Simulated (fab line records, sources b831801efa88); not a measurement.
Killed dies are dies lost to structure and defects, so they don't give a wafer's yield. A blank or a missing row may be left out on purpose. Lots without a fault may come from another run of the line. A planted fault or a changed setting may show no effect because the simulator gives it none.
Which tool did it? | flow sky130 | 12 lots, 36 wafers sampled, at 4 steps of a route of 708

WHAT THE GAUGES READ, wafer by wafer
SKY_FIELD_ISO_CD_MEAS_13: target cd 150 nm. Usual: cd_nm 149.6 nm, standard deviation 1.3.
lot  | measured    | on        | cd_nm (nm)        | flag
L496 | day 3 21:01 | cd_sem-01 | 152.4 150.3 150.2 |
L497 | day 4 01:20 | cd_sem-01 | 150.3 151.0 150.9 |
L500 | day 4 18:21 | cd_sem-01 | 150.2 152.6 152.2 |
L501 | day 4 22:53 | cd_sem-02 | 148.8 148.8 148.7 |
L502 | day 5 03:51 | cd_sem-01 | 149.3 148.5 147.5 |
L503 | day 5 09:19 | cd_sem-02 | 149.7 148.3 148.4 |
L504 | day 5 17:04 | cd_sem-02 | 148.6 148.7 148.0 |
L505 | day 5 20:10 | cd_sem-02 | 149.2 150.6 150.6 |
L506 | day 6 00:25 | cd_sem-01 | 149.0 149.4 149.1 |
L508 | day 6 14:49 | cd_sem-02 | 148.7 149.3 147.1 |
L510 | day 6 21:20 | cd_sem-02 | 148.6 150.0 148.8 |
L511 | day 7 03:55 | cd_sem-01 | 149.7 149.5 148.6 |

SKY_NWELL_TW_MEAS_26. Usual: NWELL_2_TW 499, standard deviation 3.5.
lot  | measured     | on            | NWELL_2_TW              | flag
L496 | day 7 01:35  | film_metro-01 | 499 496 496             |
L497 | day 7 05:08  | film_metro-03 | 497 498 499             |
L500 | day 8 04:53  | film_metro-02 | 498 496 498             |
L501 | day 8 08:22  | film_metro-01 | 494 501 496             |
L502 | day 8 15:11  | film_metro-01 | 502 500 500             |
L503 | day 8 20:54  | film_metro-02 | 499 497 497             |
L504 | day 9 06:43  | film_metro-01 | 502 501 501             |
L505 | day 9 11:35  | film_metro-02 | 497 496 496             |
L506 | day 9 16:42  | film_metro-03 | 514 511 511 508 512 511 | OFF
L508 | day 10 11:01 | film_metro-03 | 523 523 522 523 522 522 | OFF
L510 | day 10 17:18 | film_metro-01 | 501 498 499             |
L511 | day 11 04:07 | film_metro-02 | 495 496 496             |

WHICH TOOL RAN EACH LOT (tool, then ch and the chambers of the sampled wafers, then the start)
lot  | SKY_FIELD_ISO_ETCH_17           | SKY_NWELL_IMPLANT_24
L496 | rie_si-01 ch 0,2,3, day 3 21:19 | implanter-02 ch 0, day 7 01:21
L497 | rie_si-02 ch 2,3, day 4 01:37   | implanter-02 ch 0, day 7 04:55
L500 | rie_si-01 ch 0,1,3, day 4 18:40 | implanter-03 ch 0, day 8 04:38
L501 | rie_si-02 ch 0,2,3, day 4 23:13 | implanter-02 ch 0, day 8 08:07
L502 | rie_si-01 ch 0,1,3, day 5 04:10 | implanter-02 ch 0, day 8 14:56
L503 | rie_si-02 ch 1,2, day 5 09:37   | implanter-02 ch 0, day 8 20:40
L504 | rie_si-01 ch 0,1,2, day 5 17:27 | implanter-01 ch 0, day 9 06:28
L505 | rie_si-02 ch 0,2,3, day 5 20:28 | implanter-01 ch 0, day 9 11:21
L506 | rie_si-01 ch 0,2,3, day 6 00:44 | implanter-02 ch 0, day 9 16:26
L508 | rie_si-01 ch 0,1,2, day 6 15:08 | implanter-02 ch 0, day 10 10:46
L510 | rie_si-01 ch 0,1,3, day 6 21:37 | implanter-01 ch 0, day 10 17:05
L511 | rie_si-02 ch 0,1,2, day 7 04:13 | implanter-01 ch 0, day 11 03:53
- SKY_FIELD_ISO_ETCH_17: etches Si in HBr/Cl2/O2, target depth 342 nm, time 97.7 s.
- SKY_NWELL_IMPLANT_24

WHAT THE TOOLS THEMSELVES READ (means of the sampled wafers that have a number; where no wafer has one, the mark that the record gives instead)
SKY_FIELD_ISO_ETCH_17. Usual: drypump_motor_current_A 5.4 A, standard deviation 0.41; oes_product_au 1.009 a.u., standard deviation 0.016; throttle_valve_pct 25.652 %, standard deviation 0.014.
lot  | tool      | drypump_motor_current_A (A) | oes_product_au (a.u.) | throttle_valve_pct (%) | flag
L496 | rie_si-01 | 5.7                         | 1.014                 | 25.634                 |
L497 | rie_si-02 | 5.5                         | 1.024                 | 25.643                 |
L500 | rie_si-01 | 5.8                         | 1.004                 | 25.655                 |
L501 | rie_si-02 | 5.3                         | 1.027                 | 25.650                 |
L502 | rie_si-01 | 5.8                         | 1.003                 | 25.655                 |
L503 | rie_si-02 | 5.2                         | 1.008                 | 25.647                 |
L504 | rie_si-01 | 5.6                         | 1.012                 | 25.648                 |
L505 | rie_si-02 | 5.2                         | 1.028                 | 25.639                 |
L506 | rie_si-01 | 5.7                         | 1.008                 | 25.657                 |
L508 | rie_si-01 | 5.7                         | 0.997                 | 25.652                 |
L510 | rie_si-01 | 5.8                         | 0.992                 | 25.666                 |
L511 | rie_si-02 | 5.1                         | 1.012                 | 25.644                 |

SKY_NWELL_IMPLANT_24. Usual: dose_ions_cm2 9.2e+12, standard deviation 1.1e+10; faraday_current_uA 52.0, standard deviation 1.1.
lot  | tool         | dose_ions_cm2 | faraday_current_uA | flag
L496 | implanter-02 | 9.2e+12       | 50.2               |
L497 | implanter-02 | 9.2e+12       | 51.3               |
L500 | implanter-03 | 9.2e+12       | 50.8               |
L501 | implanter-02 | 9.2e+12       | 50.9               |
L502 | implanter-02 | 9.2e+12       | 53.0               |
L503 | implanter-02 | 9.2e+12       | 52.2               |
L504 | implanter-01 | 9.2e+12       | 51.7               |
L505 | implanter-01 | 9.2e+12       | 52.6               |
L506 | implanter-02 | 1.0e+13       | 57.2               | OFF
L508 | implanter-02 | 1.0e+13       | 58.2               | OFF
L510 | implanter-01 | 9.2e+12       | 52.1               |
L511 | implanter-01 | 9.2e+12       | 52.6               |

THE ANSWER, worked out from the rows above alone
Rule: a lot is off if the mean of its wafers that have a number lies more than 3 standard deviations from the usual mean. A lot without any number at a reading at which 4 lots or more have one is off too. The other lots that the step has rows for count as sound. The gauges are gone through in route order, then the tools' own readings, and for those a lot's mean is taken as printed above. The first step at which some lot is off is used, and at that step the reading that is off furthest; a lot without a number counts as furthest.
Off: L506, L508, at SKY_NWELL_TW_MEAS_26 (NWELL_2_TW).
A tool fits if, at a process step before that reading, it ran every lot that is off, and no sound lot after the first of them. The gauges at SKY_NWELL_TW_MEAS_26 aren't tried: what is off there is off at SKY_NWELL_IMPLANT_24 too, on other tools, and a gauge's error can't cause that. One fits: implanter-02 at SKY_NWELL_IMPLANT_24. Its last sound lot is L503 (day 8 20:40), its first lot that is off L506 (day 9 16:26): a fault that began between those two fits.
The tool's own readings at SKY_NWELL_IMPLANT_24 bear it out: on the lots that are off they differ by more than 5 times the standard deviation of the sound lots' means. dose_ions_cm2 reads 1.0e+13 there against 9.2e+12 on the sound lots; faraday_current_uA reads 57.7 there against 51.7 on the sound lots.

WHAT THE SIMULATOR HAD PUT IN
Process parameter drift: implanter-02, from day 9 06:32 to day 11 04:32, at SKY_NWELL_IMPLANT_24. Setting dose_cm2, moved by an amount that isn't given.
Lots struck among those shown: L506, L508. The rule above found the same.
